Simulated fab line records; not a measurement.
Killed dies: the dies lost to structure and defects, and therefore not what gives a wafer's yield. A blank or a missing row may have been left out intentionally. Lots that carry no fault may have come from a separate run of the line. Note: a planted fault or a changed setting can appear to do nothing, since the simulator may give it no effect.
fab line records -- flow sky130
[record] lots = 7, wafers = 21, lastDay = 50
route steps=708 shown VT_ADJUST_LVTN@104 VT_ADJUST_NCORE@119 PAD_OPEN@708
lots that met no fault: from a run of the same line without faults
startH: the number of hours between the record's first day and the start of the first shown wafer of the lot -- waitH: hours elapsed since this lot's preceding step -- " unchanged from the row above -- L1.1+2: a row that stands for several wafers -- - value missing, or start not given -- * or withheld: withheld -- < > ~ a bound
route shown NAME@n: names a module that has steps shown in the file, with the first one's number in the route -- usual: mean/standard deviation taken from wafers without a fault -- same: alike in all rows -- chamber/n: place in a boat -- sites: per-site readings -- _std_site: the values' standard deviation -- _edge_site: mean of outer sites minus mean of inner sites -- radiusMm: how far each site lies from the wafer's centre -- mask NAME#n: copy n -- behind: the most recent tool/chamber to have shaped the wafer -- hold: reason for holding the lot/hours on hold/outcome of the hold -- device: which transistor (n, p or np) failed to switch -- end of line: at the end of the route, the tests of the same wafers -- a step with no rows: only its recipe -- killed: dies that structure and defects cost at the first sort, which is not the same as the wafer's yield -- map: a wafer's dies, marking killed ones x, the rest . and places with no die _
set.NAME: setting as actually run; set.NAME@STEP: the setting as run at that earlier step -- model.NAME: the simulator's own value behind a step, which no gauge read
a table for each step, a row for each wafer; lots at some steps of the route
services: the hour from which a tool's chamber was out of use, counted from the record's first day as startH (under 0 if before that day), plus the number of hours and why
[[steps]]
[step SKY_VT_ADJUST_LVTN_OVL_MEAS_07]
[usual] VT_ADJUST_LVTN_OVL = 0.2/1.3
lot.wafer,tool,chamber,startH,waitH,VT_ADJUST_LVTN_OVL[nm]
L646.2,overlay-01,-,193.65,-,1.6
L646.3,overlay-01,-,193.65,-,-0.3
L646.5,overlay-01,-,193.65,-,-1.2
L649.3,overlay-02,-,206.95,-,1.0
L649.5,overlay-02,-,206.95,-,-0.3
L649.6,overlay-02,-,206.95,-,2.1
L651.2,overlay-01,-,232.74,-,1.9
L651.4,overlay-01,-,232.74,-,-0.2
L651.6,overlay-01,-,232.74,-,-0.5
L654.4,overlay-02,-,268.55,-,-0.6
L654.5,overlay-02,-,268.55,-,1.5
L654.6,overlay-02,-,268.55,-,-0.7
L659.2,overlay-02,-,291.35,-,-1.0
L659.5,overlay-02,-,291.35,-,-2.2
L659.6,overlay-02,-,291.35,-,-0.7
L661.2,overlay-02,-,310.59,-,-2.1
L661.4,overlay-02,-,310.59,-,-3.2
L661.5,overlay-02,-,310.59,-,-1.1
L660.1,overlay-02,-,312.23,-,-0.4
L660.2,overlay-02,-,312.23,-,1.6
L660.6,overlay-02,-,312.23,-,-0.7
[step SKY_VT_ADJUST_LVTN_IMPLANT_08]
[recipe] species = B, energyKev = 30, doseCm2 = 1.57e+12, tiltDeg = withheld
[step SKY_VT_ADJUST_LVTN_STRIP_09]
[recipe] chemistry = O2/N2, powerW = 1400, pressureMtorr = 1500, platenTempC = withheld, o2FlowSccm = 3000, n2FlowSccm = 300, overashFraction = 0.5
[usual] drypumpMotorCurrentA = 5.8/0.38, oesProductAu = 0.722/0.0041, stripTimeToEndpointS = 36.87/0.11
lot.wafer,tool,chamber,startH,waitH,drypumpMotorCurrentA,oesProductAu,rfHoursCounterH,stripTimeToEndpointS
L646.2,plasmaAsher-03,1,193.83,0.1,5.5,0.727,7,36.80
L646.3,plasmaAsher-03,0,193.83,0.1,5.2,0.715,-,36.81
L646.5,plasmaAsher-03,0,193.83,0.1,5.2,0.722,-,36.73
L649.3,plasmaAsher-04,1,207.15,0.1,5.7,0.718,-,36.72
L649.5,plasmaAsher-04,0,207.15,0.1,5.8,0.725,-,36.83
L649.6,plasmaAsher-04,1,207.15,0.1,5.7,0.713,-,36.75
L651.2,plasmaAsher-01,0,232.92,0.1,5.6,0.721,53,37.05
L651.4,plasmaAsher-01,0,232.92,0.1,5.6,0.720,-,36.95
L651.6,plasmaAsher-01,1,232.92,0.1,6.5,0.721,-,36.98
L654.4,plasmaAsher-01,0,268.75,0.1,5.6,0.724,-,36.90
L654.5,plasmaAsher-01,0,268.75,0.1,5.6,0.713,-,37.06
L654.6,plasmaAsher-01,1,268.75,0.1,6.6,0.729,-,36.89
L659.2,plasmaAsher-04,1,291.53,0.1,5.7,0.724,61,37.03
L659.5,plasmaAsher-04,1,291.53,0.1,5.7,0.724,-,37.06
L659.6,plasmaAsher-04,0,291.53,0.1,5.8,0.723,-,36.89
L661.2,plasmaAsher-04,1,310.77,0.1,5.7,0.719,62,36.85
L661.4,plasmaAsher-04,1,310.77,0.1,5.7,0.721,-,36.72
L661.5,plasmaAsher-04,0,310.77,0.1,5.8,0.721,-,36.72
L660.1,plasmaAsher-04,1,312.42,0.1,5.7,0.710,63,36.63
L660.2,plasmaAsher-04,0,312.42,0.1,5.8,0.718,63,36.80
L660.6,plasmaAsher-04,1,312.42,0.1,5.7,0.718,-,36.71
[step SKY_VT_ADJUST_LVTN_TW_MEAS_10]
[usual] VT_ADJUST_LVTN_TW = 240.1/1.4
lot.wafer,tool,chamber,startH,waitH,VT_ADJUST_LVTN_TW
L646.2,filmMetro-03,-,193.94,0.1,238.6
L646.3,filmMetro-03,-,193.94,0.1,239.9
L646.5,filmMetro-03,-,193.94,0.1,237.6
L649.3,filmMetro-03,-,207.24,0.1,238.6
L649.5,filmMetro-03,-,207.24,0.1,239.3
L649.6,filmMetro-03,-,207.24,0.1,238.1
L651.2,filmMetro-04,-,233.03,0.1,237.8
L651.4,filmMetro-04,-,233.03,0.1,237.9
L651.6,filmMetro-04,-,233.03,0.1,240.3
L654.4,filmMetro-04,-,268.85,0.1,240.9
L654.5,filmMetro-04,-,268.85,0.1,241.8
L654.6,filmMetro-04,-,268.85,0.1,239.9
L659.2,filmMetro-01,-,291.64,0.1,242.0
L659.5,filmMetro-01,-,291.64,0.1,242.2
L659.6,filmMetro-01,-,291.64,0.1,241.4
L661.2,filmMetro-04,-,310.88,0.1,241.5
L661.4,filmMetro-04,-,310.88,0.1,240.9
L661.5,filmMetro-04,-,310.88,0.1,241.4
L660.1,filmMetro-04,-,312.52,0.1,240.8
L660.2,filmMetro-04,-,312.52,0.1,242.2
L660.6,filmMetro-04,-,312.52,0.1,242.3
[step SKY_VT_ADJUST_LVTN_DEHYDRATE_11]
[recipe] tempC = 200, timeS = 60
[step SKY_VT_ADJUST_LVTN_HMDS_12]
[recipe] primeTimeS = 60, primeTempC = 120
[step SKY_VT_ADJUST_LVTN_COAT_13]
[recipe] resist = NOVOLAK, spinRpm = 3000, resistThkNm = 1140
[step SKY_VT_ADJUST_LVTN_SOFTBAKE_14]
[recipe] tempC = 90, timeS = 60, resist = NOVOLAK
[step SKY_VT_ADJUST_LVTN_EXPOSE_15]
[recipe] maskId = HVN_STD_DERIVED, na = 0.6, sourceShape = conventional, sigmaOuter = 0.6, polarization = unpolarized, targetCdNm = 600, doseMj = 163
[step SKY_VT_ADJUST_LVTN_PEB_16]
[recipe] tempC = withheld, timeS = *, resist = NOVOLAK
[step SKY_VT_ADJUST_LVTN_DEVELOP_17]
[recipe] resist = NOVOLAK, developer = TMAH, developTimeS = 60, devTempC = 23
[step SKY_VT_ADJUST_LVTN_OVL_MEAS_18]
[usual] VT_ADJUST_LVTN_01_OVL = -0.8/1.5
lot.wafer,tool,chamber,startH,waitH,VT_ADJUST_LVTN_01_OVL[nm]
L646.2,overlay-01,-,213.99,0.1,-1.7
L646.3,overlay-01,-,213.99,0.1,-2.9
L646.5,overlay-01,-,213.99,0.1,-2.5
L649.3,overlay-02,-,228.75,0.1,-2.4
L649.5,overlay-02,-,228.75,0.1,-0.9
L649.6,overlay-02,-,228.75,0.1,-2.1
L651.2,overlay-01,-,256.74,0.1,0.5
L651.4,overlay-01,-,256.74,0.1,-0.6
L651.6,overlay-01,-,256.74,0.1,-0.4
L654.4,overlay-01,-,293.21,0.1,-2.2
L654.5,overlay-01,-,293.21,0.1,-1.9
L654.6,overlay-01,-,293.21,0.1,-3.4
L659.2,overlay-02,-,317.99,0.1,-0.6
L659.5,overlay-02,-,317.99,0.1,-2.2
L659.6,overlay-02,-,317.99,0.1,-2.0
L661.2,overlay-02,-,337.35,0.1,-1.3
L661.4,overlay-02,-,337.35,0.1,-1.4
L661.5,overlay-02,-,337.35,0.1,-2.0
L660.1,overlay-01,-,339.04,0.1,-1.5
L660.2,overlay-01,-,339.04,0.1,-0.6
L660.6,overlay-01,-,339.04,0.1,-0.6
[step SKY_VT_ADJUST_LVTN_IMPLANT_19]
[recipe] species = B, energyKev = 30, doseCm2 = 6.5e+11, tiltDeg = withheld
lot.wafer,tool,chamber,startH,waitH
L646.2+3+5,implanter-02,0,214.05,0.0
L646.2+3+5,implanter-02,0,214.36,0.3
L649.3+5+6,implanter-01,0,228.82,0.1
L649.3+5+6,implanter-01,0,229.37,0.5
L651.2+4+6,implanter-02,0,256.80,0.0
L651.2+4+6,implanter-02,0,257.11,0.3
L654.4+5+6,implanter-02,0,293.30,0.1
L659.2+5+6,implanter-03,0,318.05,0.0
L661.2+4+5,implanter-02,0,337.40,0.0
L660.1+2+6,implanter-01,0,339.08,0.0
[step SKY_VT_ADJUST_LVTN_STRIP_20]
[recipe] chemistry = O2/N2, powerW = 1400, pressureMtorr = 1500, platenTempC = withheld, o2FlowSccm = 3000, n2FlowSccm = 300, overashFraction = 0.5
[usual] drypumpMotorCurrentA = 5.8/0.42, oesProductAu = 0.716/0.0049, stripTimeToEndpointS = 14.17/0.043
lot.wafer,tool,chamber,startH,waitH,drypumpMotorCurrentA,oesProductAu,rfHoursCounterH,stripTimeToEndpointS
L646.2,plasmaAsher-04,1,214.49,0.1,5.7,0.715,53,14.18
L646.3,plasmaAsher-04,0,214.49,0.1,5.8,0.709,-,14.17
L646.5,plasmaAsher-04,0,214.49,0.1,5.8,0.711,-,14.21
L649.3,plasmaAsher-03,1,229.50,0.1,5.6,0.707,-,14.25
L649.5,plasmaAsher-03,0,229.50,0.1,5.2,0.727,-,14.24
L649.6,plasmaAsher-03,1,229.50,0.1,5.6,0.719,-,14.24
L651.2,plasmaAsher-04,0,257.24,0.1,5.8,0.717,58,14.11
L651.4,plasmaAsher-04,1,257.24,0.1,5.7,0.720,-,14.07
L651.6,plasmaAsher-04,1,257.24,0.1,5.7,0.714,-,14.09
L654.4,plasmaAsher-04,1,293.41,0.1,5.7,0.722,-,14.13
L654.5,plasmaAsher-04,0,293.41,0.1,5.8,0.715,-,14.13
L654.6,plasmaAsher-04,1,293.41,0.1,5.7,0.724,-,14.12
L659.2,plasmaAsher-04,1,318.17,0.1,5.7,0.721,63,14.14
L659.5,plasmaAsher-04,0,318.17,0.1,5.8,0.718,-,14.14
L659.6,plasmaAsher-04,1,318.17,0.1,5.7,0.711,-,14.09
L661.2,plasmaAsher-04,0,337.53,0.1,5.8,0.724,65,14.24
L661.4,plasmaAsher-04,0,337.53,0.1,5.8,0.725,-,14.18
L661.5,plasmaAsher-04,0,337.53,0.1,5.8,0.721,-,14.20
L660.1,plasmaAsher-03,0,339.23,0.1,5.2,0.713,21,14.17
L660.2,plasmaAsher-03,1,339.23,0.1,5.6,0.715,21,14.23
L660.6,plasmaAsher-03,0,339.23,0.1,5.2,0.718,-,14.18
[step SKY_VT_ADJUST_LVTN_TW_MEAS_21]
[usual] VT_ADJUST_LVTN_2_TW = 187.3/1.1
lot.wafer,tool,chamber,startH,waitH,VT_ADJUST_LVTN_2_TW
L646.2,filmMetro-01,-,214.60,0.1,227.8
L646.3,filmMetro-01,-,214.60,0.1,228.3
L646.5,filmMetro-01,-,214.60,0.1,228.0
L646.2,filmMetro-01,-,214.82,0.2,227.7
L646.3,filmMetro-01,-,214.82,0.2,227.6
L646.5,filmMetro-01,-,214.82,0.2,226.8
L649.3,filmMetro-01,-,229.59,0.1,230.2
L649.5,filmMetro-01,-,229.59,0.1,229.5
L649.6,filmMetro-01,-,229.59,0.1,228.6
L649.3,filmMetro-01,-,229.82,0.2,229.6
L649.5,filmMetro-01,-,229.82,0.2,229.3
L649.6,filmMetro-01,-,229.82,0.2,229.9
L651.2,filmMetro-03,-,257.35,0.1,226.7
L651.4,filmMetro-03,-,257.35,0.1,227.6
L651.6,filmMetro-03,-,257.35,0.1,226.3
L651.2,filmMetro-03,-,257.57,0.2,227.5
L651.4,filmMetro-03,-,257.57,0.2,226.9
L651.6,filmMetro-03,-,257.57,0.2,226.3
L654.4,filmMetro-03,-,293.51,0.1,186.1
L654.5,filmMetro-03,-,293.51,0.1,185.4
L654.6,filmMetro-03,-,293.51,0.1,185.6
L659.2,filmMetro-03,-,318.28,0.1,186.4
L659.5,filmMetro-03,-,318.28,0.1,186.8
L659.6,filmMetro-03,-,318.28,0.1,186.6
L661.2,filmMetro-01,-,337.64,0.1,187.8
L661.4,filmMetro-01,-,337.64,0.1,189.1
L661.5,filmMetro-01,-,337.64,0.1,187.8
L660.1,filmMetro-01,-,339.33,0.1,188.6
L660.2,filmMetro-01,-,339.33,0.1,188.3
L660.6,filmMetro-01,-,339.33,0.1,188.8
[step SKY_VT_ADJUST_NCORE_DEHYDRATE_00]
[recipe] tempC = 200, timeS = 60
[step SKY_PAD_OPEN_PROBE_99]
[usual] killed_at_M0_to_M3 = 44/7.3, killed_at_M4_up = 3.2/1.8, killedAtContacts = 24/5.4, killedAtFrontEnd = 16/4.4, killedAtOther = 0.3/0.48, killedDies = 86/9.5, killedOpen = 47/7.7, killedShort = 39/6.4
[same] grossDies = 492, killedAtBackSide = 0
lot.wafer,tool,chamber,startH,waitH,killed_at_M0_to_M3,killed_at_M4_up,killedAtContacts,killedAtFrontEnd,killedAtOther,killedDies,killedOpen,killedShort,model.etest.pfet_16v.rOnOhmUm,model.etest.resPwellUnderGate.rsOhmSq,model.etest.tip_n_5v.rsOhmSq,model.etest.nfetG5v0d10v5.rOnOhmUm,model.etest.nfetG5v0d10v5.driveUaUm,model.etest.nfet_16v.driveUaUm,model.etest.pfet_16v.driveUaUm,model.etest.ring_5v.delayPs
L646.2,prober-02,-,1119.36,0.1,43,3,24,11,0,81,39,42,1.457e+04,2162,1438,1952,575.4,205.3,255.9,46.03
L646.3,prober-02,-,1119.41,0.2,43,5,29,12,0,89,40,49,1.505e+04,2177,1454,1971,573.8,206.2,252.6,46.43
L646.5,prober-02,-,1119.51,0.2,42,6,24,22,0,94,51,43,1.493e+04,2165,1460,1931,581.2,208.8,254.9,46
L649.3,prober-01,-,1134.50,0.2,41,2,24,7,0,74,40,34,1.468e+04,2164,1443,1943,573.4,207.5,250.5,46.26
L649.5,prober-01,-,1134.60,0.2,40,4,12,18,0,74,42,32,1.497e+04,2177,1446,1971,568.1,203.3,248.5,46.58
L649.6,prober-01,-,1134.65,0.2,34,1,19,12,0,66,40,26,1.442e+04,2174,1442,1937,572.9,208.6,252.9,45.84
L651.2,prober-01,-,1155.77,0.1,47,1,18,17,0,83,52,31,1.495e+04,2180,1441,1928,579.9,211.1,251,45.6
L651.4,prober-01,-,1155.87,0.2,33,3,21,14,0,71,44,27,1.455e+04,2171,1456,1925,585.1,214.2,256,45.84
L651.6,prober-01,-,1155.97,0.2,39,5,25,15,0,84,51,33,1.506e+04,2175,1451,1945,581,211.9,251.3,45.83
L654.4,prober-01,-,1183.64,0.2,40,1,34,13,0,88,50,38,1.578e+04,2257,1375,1914,589.5,216.2,234,45.59
L654.5,prober-01,-,1183.69,0.2,35,1,24,7,0,67,36,31,1.558e+04,2257,1386,1912,584.2,213.1,234.6,45.31
L654.6,prober-01,-,1183.74,0.2,40,2,31,13,0,86,52,34,1.581e+04,2281,1371,1922,589,214.6,232.8,45.24
L659.2,prober-02,-,1200.64,0.1,42,6,16,13,0,77,43,34,1.514e+04,2302,1399,1874,607.4,223.6,247.3,44.59
L659.5,prober-02,-,1200.79,0.2,42,3,26,23,0,94,55,39,1.532e+04,2320,1408,1878,605.5,222.6,244.8,44.43
L659.6,prober-02,-,1200.84,0.2,36,0,21,14,0,71,38,33,1.491e+04,2281,1413,1891,605,223.6,250.2,44.59
L661.2,prober-02,-,1204.20,0.1,42,6,18,19,0,85,52,33,1.483e+04,2286,1398,1901,598.7,217.4,253.9,44.93
L661.4,prober-02,-,1204.30,0.2,55,1,28,24,1,109,65,44,1.51e+04,2280,1405,1893,598.7,215.1,249.9,44.56
L661.5,prober-02,-,1204.35,0.2,49,3,9,19,0,80,44,36,1.532e+04,2292,1395,1903,593.7,214.7,246,45.32
L660.1,prober-01,-,1208.67,0.1,40,2,23,16,0,81,47,34,1.522e+04,2292,1342,1904,608.9,226.6,241.7,45.93
L660.2,prober-01,-,1208.72,0.1,40,3,19,11,1,74,41,33,1.5e+04,2288,1335,1877,608.9,228.2,242.9,45.01
L660.6,prober-01,-,1208.92,0.2,39,6,25,9,1,80,36,44,1.502e+04,2283,1330,1891,607.7,225,241.6,45.22
// killed by level:class
L646.2 VIA1:geometricParticle:open=9 VIA2:geometricParticle:open=7 METAL1:geometricParticle:short=6 VIA2:geometricParticle:short=6 LI_CONTACT:geometricParticle:open=5 CONTACT:geometricParticle:short=5 CONTACT:geometricParticle:open=5 FIELD_ISO:geometricParticle:short=4
L646.3 CONTACT:geometricParticle:short=10 METAL1:geometricParticle:short=10 CONTACT:geometricParticle:open=8 VIA1:geometricParticle:open=7 POLY_GATE:geometricParticle:open=6 LOCAL_INTERCONNECT:geometricParticle:short=6 METAL2:geometricParticle:short=6 VIA1:geometricParticle:short=5
L646.5 CONTACT:geometricParticle:open=11 VIA1:geometricParticle:open=8 VIA2:geometricParticle:open=7 METAL2:geometricParticle:short=6 VIA3:geometricParticle:open=6 FIELD_ISO:geometricParticle:short=5 POLY_GATE:geometricParticle:open=5 LI_CONTACT:geometricParticle:open=5
L649.3 VIA1:geometricParticle:open=10 VIA2:geometricParticle:open=9 CONTACT:geometricParticle:open=8 METAL2:geometricParticle:short=7 LI_CONTACT:geometricParticle:open=6 CONTACT:geometricParticle:short=5 VIA3:geometricParticle:open=4 METAL1:geometricParticle:short=4
L649.5 VIA1:geometricParticle:open=10 VIA3:geometricParticle:open=8 FIELD_ISO:geometricParticle:open=5 LI_CONTACT:geometricParticle:open=5 VIA3:geometricParticle:short=5 FIELD_ISO:geometricParticle:short=4 METAL1:geometricParticle:short=4 METAL3:geometricParticle:short=4
L649.6 METAL1:geometricParticle:short=10 CONTACT:geometricParticle:open=9 VIA1:geometricParticle:open=8 LI_CONTACT:geometricParticle:open=6 POLY_GATE:geometricParticle:open=4 VIA2:geometricParticle:open=4 VIA3:geometricParticle:open=4 METAL2:geometricParticle:short=3
L651.2 VIA1:geometricParticle:open=15 VIA1:geometricParticle:short=10 CONTACT:geometricParticle:open=9 VIA3:geometricParticle:open=7 VIA2:geometricParticle:open=5 FIELD_ISO:geometricParticle:short=4 FIELD_ISO:geometricParticle:open=4 POLY_GATE:geometricParticle:short=3
L651.4 CONTACT:geometricParticle:open=9 VIA2:geometricParticle:open=7 VIA1:geometricParticle:open=6 FIELD_ISO:geometricParticle:open=5 LI_CONTACT:geometricParticle:open=5 VIA3:geometricParticle:open=5 POLY_CUT:geometricParticle:short=3 METAL3:geometricParticle:short=3
L651.6 CONTACT:geometricParticle:open=9 LI_CONTACT:geometricParticle:open=9 VIA2:geometricParticle:open=7 VIA1:geometricParticle:open=6 FIELD_ISO:geometricParticle:short=5 VIA3:geometricParticle:open=5 METAL1:geometricParticle:short=5 METAL2:geometricParticle:short=4
L654.4 VIA1:geometricParticle:open=13 CONTACT:geometricParticle:open=12 LI_CONTACT:geometricParticle:open=7 LOCAL_INTERCONNECT:geometricParticle:short=7 CONTACT:geometricParticle:short=6 VIA3:geometricParticle:open=6 VIA1:geometricParticle:short=6 METAL2:geometricParticle:open=4
L654.5 CONTACT:geometricParticle:open=9 VIA1:geometricParticle:open=7 CONTACT:geometricParticle:short=6 VIA1:geometricParticle:short=6 VIA2:geometricParticle:open=6 LOCAL_INTERCONNECT:geometricParticle:short=5 VIA3:geometricParticle:open=4 METAL1:geometricParticle:short=3
L654.6 VIA1:geometricParticle:open=12 CONTACT:geometricParticle:open=11 LI_CONTACT:geometricParticle:open=7 CONTACT:geometricParticle:short=6 VIA1:geometricParticle:short=5 VIA2:geometricParticle:open=5 VIA3:geometricParticle:open=5 VIA2:geometricParticle:short=4
L659.2 VIA1:geometricParticle:open=13 VIA1:geometricParticle:short=8 VIA3:geometricParticle:open=7 FIELD_ISO:geometricParticle:open=5 CONTACT:geometricParticle:open=5 VIA2:geometricParticle:open=5 LOCAL_INTERCONNECT:geometricParticle:short=4 METAL4:geometricParticle:short=4
L659.5 CONTACT:geometricParticle:open=12 VIA3:geometricParticle:open=10 VIA1:geometricParticle:open=9 FIELD_ISO:geometricParticle:short=8 VIA2:geometricParticle:open=8 METAL1:geometricParticle:short=7 FIELD_ISO:geometricParticle:open=5 POLY_GATE:geometricParticle:short=5
L659.6 CONTACT:geometricParticle:open=9 VIA1:geometricParticle:open=7 VIA2:geometricParticle:open=6 VIA2:geometricParticle:short=5 FIELD_ISO:geometricParticle:short=4 POLY_GATE:geometricParticle:short=4 CONTACT:geometricParticle:short=4 VIA3:geometricParticle:open=4
L661.2 CONTACT:geometricParticle:open=9 VIA1:geometricParticle:open=7 VIA3:geometricParticle:open=7 FIELD_ISO:geometricParticle:open=6 METAL2:geometricParticle:short=5 VIA2:geometricParticle:open=5 POLY_GATE:geometricParticle:open=4 LOCAL_INTERCONNECT:geometricParticle:short=4
L661.4 CONTACT:geometricParticle:open=12 VIA1:geometricParticle:open=10 FIELD_ISO:geometricParticle:open=9 VIA2:geometricParticle:open=9 VIA3:geometricParticle:open=8 METAL1:geometricParticle:short=7 FIELD_ISO:geometricParticle:short=6 LI_CONTACT:geometricParticle:open=6
L661.5 VIA1:geometricParticle:open=11 VIA1:geometricParticle:short=9 FIELD_ISO:geometricParticle:short=6 METAL2:geometricParticle:open=6 VIA2:geometricParticle:open=6 FIELD_ISO:geometricParticle:open=5 VIA3:geometricParticle:open=5 CONTACT:geometricParticle:open=5
L660.1 LI_CONTACT:geometricParticle:open=9 VIA1:geometricParticle:open=9 FIELD_ISO:geometricParticle:short=5 CONTACT:geometricParticle:short=5 CONTACT:geometricParticle:open=5 VIA1:geometricParticle:short=5 VIA3:geometricParticle:open=5 VIA2:geometricParticle:open=5
L660.2 VIA1:geometricParticle:open=13 VIA2:geometricParticle:open=7 LI_CONTACT:geometricParticle:open=6 CONTACT:geometricParticle:open=5 METAL1:geometricParticle:short=5 FIELD_ISO:geometricParticle:open=4 LOCAL_INTERCONNECT:geometricParticle:short=4 CONTACT:geometricParticle:short=3
L660.6 VIA2:geometricParticle:open=13 VIA1:geometricParticle:short=10 CONTACT:geometricParticle:short=8 CONTACT:geometricParticle:open=7 FIELD_ISO:geometricParticle:open=4 LI_CONTACT:geometricParticle:short=4 METAL1:geometricParticle:short=4 VIA1:geometricParticle:open=4
[[services]]
tool,chamber,startH,hours,kind
implanter-01,-,187.90,3.5,repair
plasmaAsher-01,-,206.96,1.0,repair
plasmaAsher-01,-,218.87,2.1,repair
implanter-03,-,230.54,1.8,repair
implanter-02,-,232.10,0.6,repair
implanter-02,-,241.76,2.1,repair
implanter-03,-,242.06,2.6,repair
implanter-03,-,248.30,3.8,repair
implanter-01,-,256.97,2.7,repair
plasmaAsher-04,-,257.49,4.1,repair
plasmaAsher-03,-,287.31,7.6,repair
plasmaAsher-04,-,304.95,5.3,repair
implanter-02,-,309.89,2.4,repair
[[key]]
[firstSign] step = SKY_VT_ADJUST_LVTN_IMPLANT_19, reading = visit, direction = added
[effect] step = SKY_VT_ADJUST_LVTN_TW_MEAS_21, reading = visit, direction = added
[effect] step = SKY_VT_ADJUST_LVTN_TW_MEAS_21, reading = VT_ADJUST_LVTN_2_TW, direction = up, sigmas = 38, usual = 187.3, struck = 228.1
[modelEffect] step = SKY_PAD_OPEN_PROBE_99, value = etest.pfet_16v.rOnOhmUm, without = 1.528e+04, struck = 1.48e+04
metAt SKY_VT_ADJUST_LVTN_IMPLANT_19
struckWafers L646.2,L646.3,L646.5,L649.3,L649.5,L649.6,L651.2,L651.4,L651.6
testerLeftOut L646,L649,L651
[fault] kind = repeatedStepWhole, tool = implanter-01,implanter-02,implanter-03, chamber = -, onsetH = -, steps = SKY_VT_ADJUST_LVTN_IMPLANT_19, times = 1, scope = struckLotsOnly
// testerLeftOut: of these lots the tester's yield and bins aren't shown, on N5 and GAA mostly nor the transistor test; their killed dies are dies lost to structure and defects alone, not to doping, threshold or leakage, so they don't give the yield
